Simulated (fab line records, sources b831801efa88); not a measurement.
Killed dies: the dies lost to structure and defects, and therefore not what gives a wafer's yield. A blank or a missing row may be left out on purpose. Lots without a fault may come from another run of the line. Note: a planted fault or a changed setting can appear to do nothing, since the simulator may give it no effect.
Which of the tools did it? | flow gf180mcu | Sampling: 10 lots, 30 wafers, 6 of 602 route steps

== WHAT EACH GAUGE READ, for each wafer ==
GF_TOP_METAL_RS_MEAS_05: the measuring method here is four-point-probe. Usual: TOP_METAL_ALCU_RS 0.03277 ohm/sq, standard deviation 0.00029.
lot  | measured     | on            | TOP_METAL_ALCU_RS (ohm/sq)                      | flag
L878 | day 27 09:39 | film metro-04 | 0.03248 0.03276 0.03253                         |
L879 | day 27 21:04 | film metro-03 | 0.03252 0.03246 0.03229                         |
L880 | day 28 04:19 | film metro-02 | 0.03253 0.03273 0.03254                         |
L881 | day 28 08:10 | film metro-02 | 0.03317 0.03313 0.03302                         |
L885 | day 29 23:13 | film metro-04 | 0.03889 0.03251 0.03262 0.03899 0.03251 0.03258 | OFF
L887 | day 30 15:34 | film metro-02 | 0.0326 0.03877 0.0326 0.03265 0.03868 0.03259   | OFF
L897 | day 33 00:07 | film metro-03 | 0.03253 0.03252 0.03279                         |
L898 | day 33 06:41 | film metro-02 | 0.03284 0.03262 0.03228                         |
L899 | day 33 16:51 | film metro-02 | 0.03292 0.03296 0.03262                         |
L900 | day 33 18:20 | film metro-02 | 0.0326 0.03291 0.03252                          |

GF_TOP_METAL_THK_MEAS_06: measures by xrf. Usual: TOP_METAL_ALCU_THK 893 nm, standard deviation 8.4.
lot  | measured     | on            | TOP_METAL_ALCU_THK (nm) | flag
L878 | day 27 09:44 | film metro-04 | 906 895 898             |
L879 | day 27 21:11 | film metro-03 | 896 902 896             |
L880 | day 28 04:26 | film metro-02 | 900 896 902             |
L881 | day 28 08:17 | film metro-02 | 889 882 893             |
L885 | day 30 00:34 | film metro-04 | 754 898 900 756 899 901 | OFF
L887 | day 30 18:56 | film metro-02 | 897 757 890 893 757 898 | OFF
L897 | day 33 00:14 | film metro-03 | 899 903 888             |
L898 | day 33 06:48 | film metro-02 | 890 898 902             |
L899 | day 33 16:58 | film metro-02 | 885 884 893             |
L900 | day 33 18:26 | film metro-02 | 896 884 893             |

== WHAT TOOL EACH LOT RAN ON (gives the tool, then ch and the chambers of the sampled wafers, and finally the start) ==
lot  | GF_MIM_SPUTTER_00            | GF_MIM_SPUTTER_01            | GF_MIM_SPUTTER_08            | GF_TOP_METAL_SPUTTER_02
L878 | pvd sputter-04, day 24 13:46 | pvd sputter-04, day 24 13:50 | pvd sputter-03, day 24 14:04 | pvd sputter-02, day 27 09:30
L879 | pvd sputter-04, day 25 00:26 | pvd sputter-04, day 25 00:32 | pvd sputter-03, day 25 00:47 | pvd sputter-04, day 27 20:58
L880 | pvd sputter-03, day 25 09:40 | pvd sputter-03, day 25 09:46 | pvd sputter-04, day 25 10:01 | pvd sputter-03, day 28 04:13
L881 | pvd sputter-04, day 25 14:25 | pvd sputter-04, day 25 14:31 | pvd sputter-03, day 25 14:47 | pvd sputter-03, day 28 08:04
L885 | pvd sputter-04, day 27 09:04 | pvd sputter-04, day 27 09:10 | pvd sputter-03, day 27 09:25 | pvd sputter-03, day 29 23:02
L887 | pvd sputter-03, day 28 02:25 | pvd sputter-03, day 28 02:31 | pvd sputter-04, day 28 02:47 | pvd sputter-03, day 30 15:28
L897 | pvd sputter-01, day 30 16:49 | pvd sputter-01, day 30 16:55 | pvd sputter-03, day 30 17:10 | pvd sputter-02, day 33 00:01
L898 | pvd sputter-04, day 30 23:57 | pvd sputter-04, day 31 00:09 | pvd sputter-01, day 31 00:31 | pvd sputter-02, day 33 06:35
L899 | pvd sputter-04, day 31 12:16 | pvd sputter-04, day 31 12:22 | pvd sputter-01, day 31 12:38 | pvd sputter-04, day 33 16:44
L900 | pvd sputter-04, day 31 13:32 | pvd sputter-04, day 31 13:38 | pvd sputter-01, day 31 13:54 | pvd sputter-03, day 33 18:13
- GF_MIM_SPUTTER_00: material Ti, target thk 37.5 nm, time 150 s.
- GF_MIM_SPUTTER_01: material TiN, target thk 30 nm, time 25 s.
- GF_MIM_SPUTTER_08: material AlCu, target thk 200 nm, time 10.6 s.
- GF_TOP_METAL_SPUTTER_02: material AlCu, target thk 900 nm, time 47.82 s.

== AS READ BY THE TOOLS THEMSELVES (means over the sampled wafers that have a number; for cases with no such wafer, the mark the record gives instead) ==
GF_MIM_SPUTTER_00. Usual: throttle valve pct reads 30.1 % (standard deviation 1.6).
lot  | tool           | throttle valve pct (%) | flag
L878 | pvd sputter-04 | 29.6                   |
L879 | pvd sputter-04 | 30.7                   |
L880 | pvd sputter-03 | 31.0                   |
L881 | pvd sputter-04 | 30.7                   |
L885 | pvd sputter-04 | 30.0                   |
L887 | pvd sputter-03 | 31.1                   |
L897 | pvd sputter-01 | 30.0                   |
L898 | pvd sputter-04 | 29.0                   |
L899 | pvd sputter-04 | 30.7                   |
L900 | pvd sputter-04 | 30.6                   |

GF_MIM_SPUTTER_01. Usual: throttle valve pct reads 30.1 % (standard deviation 1.6).
lot  | tool           | throttle valve pct (%) | flag
L878 | pvd sputter-04 | 29.6                   |
L879 | pvd sputter-04 | 30.5                   |
L880 | pvd sputter-03 | 31.0                   |
L881 | pvd sputter-04 | 30.7                   |
L885 | pvd sputter-04 | 30.0                   |
L887 | pvd sputter-03 | 31.0                   |
L897 | pvd sputter-01 | 29.9                   |
L898 | pvd sputter-04 | 29.0                   |
L899 | pvd sputter-04 | 30.7                   |
L900 | pvd sputter-04 | 30.6                   |

GF_MIM_SPUTTER_08. Usual: throttle valve pct reads 30.3 % (standard deviation 1.3).
lot  | tool           | throttle valve pct (%) | flag
L878 | pvd sputter-03 | 31.1                   |
L879 | pvd sputter-03 | 30.9                   |
L880 | pvd sputter-04 | 30.6                   |
L881 | pvd sputter-03 | 30.3                   |
L885 | pvd sputter-03 | 31.0                   |
L887 | pvd sputter-04 | 30.7                   |
L897 | pvd sputter-03 | 31.2                   |
L898 | pvd sputter-01 | 29.6                   |
L899 | pvd sputter-01 | 30.3                   |
L900 | pvd sputter-01 | 30.6                   |

GF_TOP_METAL_SPUTTER_02. Usual: throttle valve pct reads 30.3 % (standard deviation 1.1).
lot  | tool           | throttle valve pct (%) | flag
L878 | pvd sputter-02 | 30.2                   |
L879 | pvd sputter-04 | 28.9                   |
L880 | pvd sputter-03 | 30.3                   |
L881 | pvd sputter-03 | 30.6                   |
L885 | pvd sputter-03 | 30.6                   |
L887 | pvd sputter-03 | 30.3                   |
L897 | pvd sputter-02 | 29.8                   |
L898 | pvd sputter-02 | 29.6                   |
L899 | pvd sputter-04 | 29.8                   |
L900 | pvd sputter-03 | 30.2                   |

== THE ANSWER, worked out from the rows above alone ==
Rule: a lot counts as off when the mean over its wafers that have a number is more than 3 standard deviations away from the usual mean. Also off: a lot with no number at a reading for which 4 or more lots have one. The other lots that the step has rows for count as sound. After the gauges, taken in route order, come the tools' own readings; for these a lot's mean is taken, as printed above. At the first step where some lot is off, the reading lying furthest off is the one used; lots without a number count as furthest.
Off: L885, L887, at GF_TOP_METAL_RS_MEAS_05 (TOP_METAL_ALCU_RS).
A tool fits if, at a process step before that reading, it ran every lot that is off, and no sound lot after the first of them. The gauges at GF_TOP_METAL_RS_MEAS_05 are tried like those tools. Not one of the candidates tried fits.

== WHAT THE SIMULATOR HAD PUT IN ==
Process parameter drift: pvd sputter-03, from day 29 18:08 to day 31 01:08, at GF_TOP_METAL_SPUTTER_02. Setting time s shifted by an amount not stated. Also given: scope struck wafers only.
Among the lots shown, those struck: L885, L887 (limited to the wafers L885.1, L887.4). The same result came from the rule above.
